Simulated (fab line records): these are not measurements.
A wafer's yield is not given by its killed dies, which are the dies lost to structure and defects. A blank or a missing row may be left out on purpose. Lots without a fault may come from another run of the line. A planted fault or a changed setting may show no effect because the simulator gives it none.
fab line records -- flow sky130
[record] lots = 13, wafers = 39, last-day = 50
route steps=708 shown VT_ADJUST_NCORE@129 VT_ADJUST_HVTR@137 VT_ADJUST_PCH@153 PAD_OPEN@708
lots with no fault: from the same line, run without faults
start-h: hours from the record's opening day to when the first of the lot's shown wafers began -- wait-h: hours since the lot's step before -- " as in the row above -- L1.1+2: one row covering several wafers at once -- - either no value or no given start -- * or withheld: withheld -- < > ~ a bound
route shown NAME@n: a module of which the file shows steps, and the number in the route of the first -- usual: the fault-free wafers' mean and standard deviation -- same: alike in all rows -- chamber/n: place in a boat -- sites: per-site readings -- _std_site: standard deviation of those values -- _edge_site: mean of outer sites minus mean of inner sites -- radius-mm: for every site, how far away it sits from the centre of the wafer -- mask NAME#n: copy n -- behind: the tool/chamber that last shaped the wafer -- hold: why the lot was held/for how many hours/how that ended -- device: which transistor (n, p or np) failed to switch -- end of line: the same wafers' tests at the end of the route -- a step without rows: its recipe alone -- killed: dies that structure and defects cost at the first sort, which is not the same as the wafer's yield -- map: a wafer's dies, marking killed ones x, the rest . and places with no die _
set.NAME: setting as actually run; set.NAME@STEP: the setting as run at that earlier step -- model.NAME: the simulator's own value behind a step, which no gauge read
route steps across a sampled set of lots; one table per step, one row per wafer
services: when a tool's chamber went out of use (start-h, in hours from the record's first day, below 0 if earlier), for how many hours, and the reason
[[steps]]
[step SKY_VT_ADJUST_NCORE_STRIP_10]
[recipe] chemistry = O2/N2, power-w = 1400, pressure-mtorr = 1500, platen-temp-c = withheld, o2-flow-sccm = 3000, n2-flow-sccm = 300, overash-fraction = 0.5
[usual] chamber-pressure-mTorr = 1500.2/1.3, drypump-motor-current-A = 5.6/0.42, oes-product-au = 0.716/0.005, strip-time-to-endpoint-s = 14.22/0.037
lot.wafer,tool,chamber,start-h,wait-h,chamber-pressure-mTorr,drypump-motor-current-A,oes-product-au,rf-hours-counter-h,strip-time-to-endpoint-s
L130.1,plasma-asher-02,0,182.97,0.1,1501.8,5.7,0.723,37,14.25
L130.2,plasma-asher-02,1,182.97,0.1,1499.3,5.4,0.724,37,14.17
L130.5,plasma-asher-02,1,182.97,0.1,1498.8,5.5,0.712,-,14.20
L131.1,plasma-asher-01,0,185.74,0.1,1499.9,5.8,0.722,7,14.20
L131.4,plasma-asher-01,0,185.74,0.1,1501.8,5.8,0.714,-,14.22
L131.5,plasma-asher-01,0,185.74,0.1,1499.8,5.8,0.717,-,14.20
L132.1,plasma-asher-01,0,197.30,0.1,1500.3,5.8,0.710,8,14.19
L132.3,plasma-asher-01,0,197.30,0.1,1500.9,5.8,0.717,-,14.25
L132.5,plasma-asher-01,0,197.30,0.1,1499.3,5.8,0.717,-,14.18
L134.3,plasma-asher-03,1,211.23,0.1,1497.5,5.0,0.715,-,14.24
L134.4,plasma-asher-03,0,211.23,0.1,1501.5,6.5,0.716,-,14.20
L134.6,plasma-asher-03,0,211.23,0.1,1501.5,6.5,0.718,-,14.21
L136.1,plasma-asher-03,0,226.70,0.1,1500.9,6.5,0.705,50,14.21
L136.4,plasma-asher-03,0,226.70,0.1,1500.5,6.4,0.716,-,14.22
L136.5,plasma-asher-03,0,226.70,0.1,1499.7,6.4,0.713,-,14.28
L138.1,plasma-asher-03,0,239.65,0.1,1499.6,6.5,0.708,51,14.25
L138.3,plasma-asher-03,0,239.65,0.1,1498.9,6.5,0.717,-,14.29
L138.5,plasma-asher-03,1,239.65,0.1,1498.6,5.0,0.713,-,14.24
L139.1,plasma-asher-02,1,243.24,0.1,1502.8,5.5,0.717,42,14.25
L139.5,plasma-asher-02,1,243.24,0.1,1498.1,5.5,0.711,-,14.22
L139.6,plasma-asher-02,0,243.24,0.1,1500.4,5.7,0.716,-,14.23
L140.1,plasma-asher-03,1,250.56,0.1,1499.7,5.0,0.718,52,14.19
L140.3,plasma-asher-03,1,250.56,0.1,1497.8,5.0,0.711,-,14.25
L140.5,plasma-asher-03,0,250.56,0.1,1501.3,6.5,0.712,-,14.25
L148.2,plasma-asher-02,1,318.97,0.1,1501.7,5.5,0.722,51,14.19
L148.5,plasma-asher-02,0,318.97,0.1,1501.0,5.7,0.712,-,14.20
L148.6,plasma-asher-02,1,318.97,0.1,1499.1,5.5,0.719,-,14.20
L149.2,plasma-asher-02,1,321.67,0.1,1501.8,5.4,0.709,51,14.18
L149.3,plasma-asher-02,1,321.67,0.1,1499.4,5.4,0.715,-,14.22
L149.5,plasma-asher-02,1,321.67,0.1,1499.5,5.4,0.720,-,14.19
L151.1,plasma-asher-02,1,336.49,0.1,1501.7,5.5,0.708,52,14.21
L151.2,plasma-asher-02,0,336.49,0.1,1501.6,5.7,0.717,52,14.28
L151.3,plasma-asher-02,1,336.49,0.1,1500.7,5.5,0.720,-,14.24
L152.1,plasma-asher-02,0,339.65,0.1,1501.4,5.7,0.717,53,14.19
L152.3,plasma-asher-02,0,339.65,0.1,1500.3,5.7,0.724,-,14.14
L152.6,plasma-asher-02,0,339.65,0.1,1500.9,5.7,0.708,-,14.10
L153.1,plasma-asher-02,1,347.02,0.1,1499.1,5.4,0.709,54,14.17
L153.2,plasma-asher-02,0,347.02,0.1,1498.9,5.7,0.712,54,14.19
L153.4,plasma-asher-02,1,347.02,0.1,1501.0,5.5,0.722,-,14.21
[step SKY_VT_ADJUST_HVTR_DEVELOP_06]
[recipe] develop-time-s = 60, dev-temp-c = 23
[usual] developer-temp-C = 22.99/0.11
lot.wafer,tool,chamber,start-h,wait-h,developer-temp-C
L130.1,litho-track-01,0,203.95,0.1,22.95
L130.2,litho-track-01,0,203.95,0.1,22.98
L130.5,litho-track-01,0,203.95,0.1,22.98
L131.1,litho-track-02,0,206.49,0.1,23.01
L131.4,litho-track-02,0,206.49,0.1,23.13
L131.5,litho-track-02,0,206.49,0.1,22.88
L132.1,litho-track-02,0,218.54,0.1,23.12
L132.3,litho-track-02,0,218.54,0.1,22.99
L132.5,litho-track-02,0,218.54,0.1,22.91
L134.3,litho-track-02,0,233.29,0.1,22.99
L134.4,litho-track-02,0,233.29,0.1,23.09
L134.6,litho-track-02,0,233.29,0.1,22.83
L136.1,litho-track-01,0,249.80,0.1,22.87
L136.4,litho-track-01,0,249.80,0.1,22.99
L136.5,litho-track-01,0,249.80,0.1,22.94
L138.1,litho-track-02,0,262.64,0.1,22.87
L138.3,litho-track-02,0,262.64,0.1,23.17
L138.5,litho-track-02,0,262.64,0.1,22.93
L139.1,litho-track-01,0,266.45,0.1,23.13
L139.5,litho-track-01,0,266.45,0.1,23.21
L139.6,litho-track-01,0,266.45,0.1,23.23
L140.1,litho-track-01,0,274.65,0.1,23.01
L140.3,litho-track-01,0,274.65,0.1,23.02
L140.5,litho-track-01,0,274.65,0.1,22.94
L148.2,litho-track-01,0,345.17,0.1,22.01
L148.5,litho-track-01,0,345.17,0.1,22.15
L148.6,litho-track-01,0,345.17,0.1,22.11
L149.2,litho-track-01,0,347.57,0.1,22.08
L149.3,litho-track-01,0,347.57,0.1,22.29
L149.5,litho-track-01,0,347.57,0.1,22.06
L151.1,litho-track-01,0,362.85,0.1,21.97
L151.2,litho-track-01,0,362.85,0.1,21.84
L151.3,litho-track-01,0,362.85,0.1,21.98
L152.1,litho-track-03,0,366.38,0.1,23.07
L152.3,litho-track-03,0,366.38,0.1,22.82
L152.6,litho-track-03,0,366.38,0.1,22.98
L153.1,litho-track-02,0,374.14,0.1,22.88
L153.2,litho-track-02,0,374.14,0.1,22.96
L153.4,litho-track-02,0,374.14,0.1,23.02
[step SKY_VT_ADJUST_HVTR_CD_MEAS_07]
[recipe] target-cd-nm = 380
[usual] cd-nm = 379.8/2.6
lot.wafer,tool,chamber,start-h,wait-h,cd-nm
L130.1,cd-sem-01,-,204.10,0.1,376.3
L130.2,cd-sem-01,-,204.10,0.1,377.6
L130.5,cd-sem-01,-,204.10,0.1,378.8
L131.1,cd-sem-02,-,206.64,0.1,380.8
L131.4,cd-sem-02,-,206.64,0.1,378.9
L131.5,cd-sem-02,-,206.64,0.1,380.9
L132.1,cd-sem-02,-,218.69,0.1,384.1
L132.3,cd-sem-02,-,218.69,0.1,384.6
L132.5,cd-sem-02,-,218.69,0.1,383.8
L134.3,cd-sem-02,-,233.43,0.1,375.2
L134.4,cd-sem-02,-,233.43,0.1,377.2
L134.6,cd-sem-02,-,233.43,0.1,379.4
L136.1,cd-sem-02,-,249.95,0.1,379.1
L136.4,cd-sem-02,-,249.95,0.1,378.2
L136.5,cd-sem-02,-,249.95,0.1,377.4
L138.1,cd-sem-02,-,262.79,0.1,376.2
L138.3,cd-sem-02,-,262.79,0.1,377.1
L138.5,cd-sem-02,-,262.79,0.1,377.8
L139.1,cd-sem-01,-,266.60,0.1,376.9
L139.5,cd-sem-01,-,266.60,0.1,379.5
L139.6,cd-sem-01,-,266.60,0.1,375.9
L140.1,cd-sem-01,-,274.80,0.1,380.3
L140.3,cd-sem-01,-,274.80,0.1,379.8
L140.5,cd-sem-01,-,274.80,0.1,382.1
L148.2,cd-sem-02,-,345.41,0.2,382.9
L148.5,cd-sem-02,-,345.41,0.2,384.4
L148.6,cd-sem-02,-,345.41,0.2,385.2
L149.2,cd-sem-01,-,347.72,0.1,383.7
L149.3,cd-sem-01,-,347.72,0.1,384.1
L149.5,cd-sem-01,-,347.72,0.1,381.5
L151.1,cd-sem-02,-,363.00,0.1,382.7
L151.2,cd-sem-02,-,363.00,0.1,383.3
L151.3,cd-sem-02,-,363.00,0.1,382.1
L152.1,cd-sem-02,-,366.53,0.1,379.4
L152.3,cd-sem-02,-,366.53,0.1,379.2
L152.6,cd-sem-02,-,366.53,0.1,378.6
L153.1,cd-sem-01,-,374.29,0.1,379.3
L153.2,cd-sem-01,-,374.29,0.1,380.2
L153.4,cd-sem-01,-,374.29,0.1,381.2
[step SKY_VT_ADJUST_PCH_TW_MEAS_10]
[usual] VT_ADJUST_PCH_TW = 143.0/2.3
lot.wafer,tool,chamber,start-h,wait-h,VT_ADJUST_PCH_TW
L130.1,film-metro-01,-,227.22,0.1,145.8
L130.2,film-metro-01,-,227.22,0.1,146.4
L130.5,film-metro-01,-,227.22,0.1,145.9
L131.1,film-metro-02,-,229.57,0.1,142.2
L131.4,film-metro-02,-,229.57,0.1,142.4
L131.5,film-metro-02,-,229.57,0.1,142.0
L132.1,film-metro-04,-,241.72,0.1,140.9
L132.3,film-metro-04,-,241.72,0.1,140.1
L132.5,film-metro-04,-,241.72,0.1,140.6
L134.3,film-metro-02,-,258.09,0.1,142.9
L134.4,film-metro-02,-,258.09,0.1,142.0
L134.6,film-metro-02,-,258.09,0.1,142.0
L136.1,film-metro-01,-,274.97,0.1,146.1
L136.4,film-metro-01,-,274.97,0.1,146.5
L136.5,film-metro-01,-,274.97,0.1,146.5
L138.1,film-metro-02,-,288.37,0.1,142.3
L138.3,film-metro-02,-,288.37,0.1,142.4
L138.5,film-metro-02,-,288.37,0.1,142.8
L139.1,film-metro-01,-,291.60,0.1,144.4
L139.5,film-metro-01,-,291.60,0.1,144.8
L139.6,film-metro-01,-,291.60,0.1,144.9
L140.1,film-metro-01,-,300.75,0.1,144.7
L140.3,film-metro-01,-,300.75,0.1,145.2
L140.5,film-metro-01,-,300.75,0.1,145.0
L148.2,film-metro-02,-,373.18,0.1,142.0
L148.5,film-metro-02,-,373.18,0.1,142.1
L148.6,film-metro-02,-,373.18,0.1,142.3
L149.2,film-metro-02,-,375.88,0.1,140.5
L149.3,film-metro-02,-,375.88,0.1,142.3
L149.5,film-metro-02,-,375.88,0.1,141.4
L151.1,film-metro-04,-,391.77,0.1,140.2
L151.2,film-metro-04,-,391.77,0.1,140.9
L151.3,film-metro-04,-,391.77,0.1,140.6
L152.1,film-metro-01,-,395.32,0.1,146.0
L152.3,film-metro-01,-,395.32,0.1,145.0
L152.6,film-metro-01,-,395.32,0.1,145.4
L153.1,film-metro-04,-,403.57,0.1,139.6
L153.2,film-metro-04,-,403.57,0.1,140.2
L153.4,film-metro-04,-,403.57,0.1,139.4
[step SKY_PAD_OPEN_PROBE_99]
[usual] killed_at_M0_to_M3 = 44/6.9, killed_at_M4_up = 3.3/1.8, killed-at-contacts = 24/5, killed-at-front-end = 16/4.6, killed-at-other = 0.2/0.42, killed-dies = 88/9.2, killed-open = 48/7.3, killed-short = 40/6.5
[same] gross-dies = 492, killed-at-back-side = 0
lot.wafer,tool,chamber,start-h,wait-h,killed_at_M0_to_M3,killed_at_M4_up,killed-at-contacts,killed-at-front-end,killed-at-other,killed-dies,killed-open,killed-short
L148.2,prober-02,-,1181.05,0.1,48,3,25,18,0,94,60,34
L148.5,prober-02,-,1181.20,0.2,33,4,22,24,0,83,41,42
L148.6,prober-02,-,1181.25,0.2,47,5,17,12,0,81,48,32
L149.2,prober-02,-,1187.53,0.1,42,0,16,20,0,78,48,30
L149.3,prober-02,-,1187.58,0.2,40,2,35,18,1,96,52,44
L149.5,prober-02,-,1187.68,0.2,38,2,22,11,0,73,42,31
L151.1,prober-02,-,1192.56,0.1,49,5,25,20,0,99,52,47
L151.2,prober-02,-,1192.61,0.1,42,5,13,21,0,81,39,42
L151.3,prober-02,-,1192.66,0.2,51,0,21,21,0,93,48,45
// killed by level:class
L148.2 LI_CONTACT:geometric-particle:open=12 VIA1:geometric-particle:open=9 POLY_GATE:geometric-particle:short=7 VIA3:geometric-particle:open=7 METAL1:geometric-particle:short=6 CONTACT:geometric-particle:open=6 METAL3:geometric-particle:open=5 METAL2:geometric-particle:short=4
L148.5 VIA1:geometric-particle:open=7 POLY_GATE:geometric-particle:short=6 LI_CONTACT:geometric-particle:open=6 VIA2:geometric-particle:open=6 FIELD_ISO:geometric-particle:short=5 LOCAL_INTERCONNECT:geometric-particle:short=5 CONTACT:geometric-particle:open=5 METAL2:geometric-particle:short=5
L148.6 VIA1:geometric-particle:open=12 VIA2:geometric-particle:open=11 CONTACT:geometric-particle:open=9 VIA3:geometric-particle:open=7 METAL1:geometric-particle:short=5 METAL2:geometric-particle:short=5 FIELD_ISO:geometric-particle:short=4 METAL4:geometric-particle:short=3
L149.2 VIA1:geometric-particle:open=10 VIA2:geometric-particle:open=7 FIELD_ISO:geometric-particle:open=6 LI_CONTACT:geometric-particle:open=6 VIA3:geometric-particle:open=6 VIA1:geometric-particle:short=5 POLY_GATE:geometric-particle:short=4 CONTACT:geometric-particle:open=4
L149.3 CONTACT:geometric-particle:open=11 VIA1:geometric-particle:open=9 FIELD_ISO:geometric-particle:open=8 LOCAL_INTERCONNECT:geometric-particle:short=7 LI_CONTACT:geometric-particle:open=6 LI_CONTACT:geometric-particle:short=5 CONTACT:geometric-particle:short=5 METAL1:geometric-particle:short=5
L149.5 LI_CONTACT:geometric-particle:open=7 CONTACT:geometric-particle:open=7 VIA1:geometric-particle:open=7 METAL2:geometric-particle:short=6 FIELD_ISO:geometric-particle:open=5 METAL3:geometric-particle:short=5 VIA3:geometric-particle:open=5 CONTACT:geometric-particle:short=4
L151.1 CONTACT:geometric-particle:open=13 METAL1:geometric-particle:short=8 VIA1:geometric-particle:open=8 VIA2:geometric-particle:open=6 POLY_GATE:geometric-particle:open=5 POLY_GATE:geometric-particle:short=5 METAL1:geometric-particle:open=5 METAL2:geometric-particle:short=5
L151.2 VIA1:geometric-particle:open=11 METAL1:geometric-particle:short=10 FIELD_ISO:geometric-particle:open=8 CONTACT:geometric-particle:open=7 VIA1:geometric-particle:short=6 METAL2:geometric-particle:short=5 METAL4:geometric-particle:short=4 FIELD_ISO:geometric-particle:short=3
L151.3 CONTACT:geometric-particle:open=11 VIA1:geometric-particle:short=9 VIA3:geometric-particle:open=9 VIA1:geometric-particle:open=8 VIA2:geometric-particle:short=6 FIELD_ISO:geometric-particle:short=5 POLY_GATE:geometric-particle:open=5 METAL1:geometric-particle:short=5
[[services]]
tool,chamber,start-h,hours,kind
plasma-asher-03,-,248.73,0.6,repair
plasma-asher-01,-,363.88,1.3,repair
[[key]]
[first-sign] step = SKY_VT_ADJUST_HVTR_DEVELOP_06, reading = developer-temp-C, direction = down, sigmas = 8.6, usual = *, struck = *
[effect] step = SKY_VT_ADJUST_HVTR_CD_MEAS_07, reading = cd-nm, direction = up, sigmas = 1.4, usual = 379.8, struck = 383.3, through = control-loop
met-at SKY_VT_ADJUST_HVTR_DEVELOP_06
struck-lots L148,L149,L151
tester-left-out L148,L149,L151
[loop-trim] step = SKY_VT_ADJUST_HVTR_EXPOSE_04, setting = dose, lots = L151
not-acting-at SKY_VT_ADJUST_NCORE_STRIP_10,SKY_VT_ADJUST_HVTR_CD_MEAS_07,SKY_VT_ADJUST_PCH_TW_MEAS_10
onset-between 274.65 345.17
[fault] kind = process-parameter-drift, tool = litho-track-01, chamber = -, onset-h = 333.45, steps = SKY_VT_ADJUST_HVTR_DEVELOP_06, channel = dev-temp-c, offset = *, shape = step, end-h = 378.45, acts-in = *, stated = *
// tester-left-out: of these lots the tester's yield and bins aren't shown, on N5 and GAA mostly nor the transistor test; their killed dies are dies lost to structure and defects alone, not to doping, threshold or leakage, so they don't give the yield
// loop-trim: a control loop set the setting to another value than it would have without faults
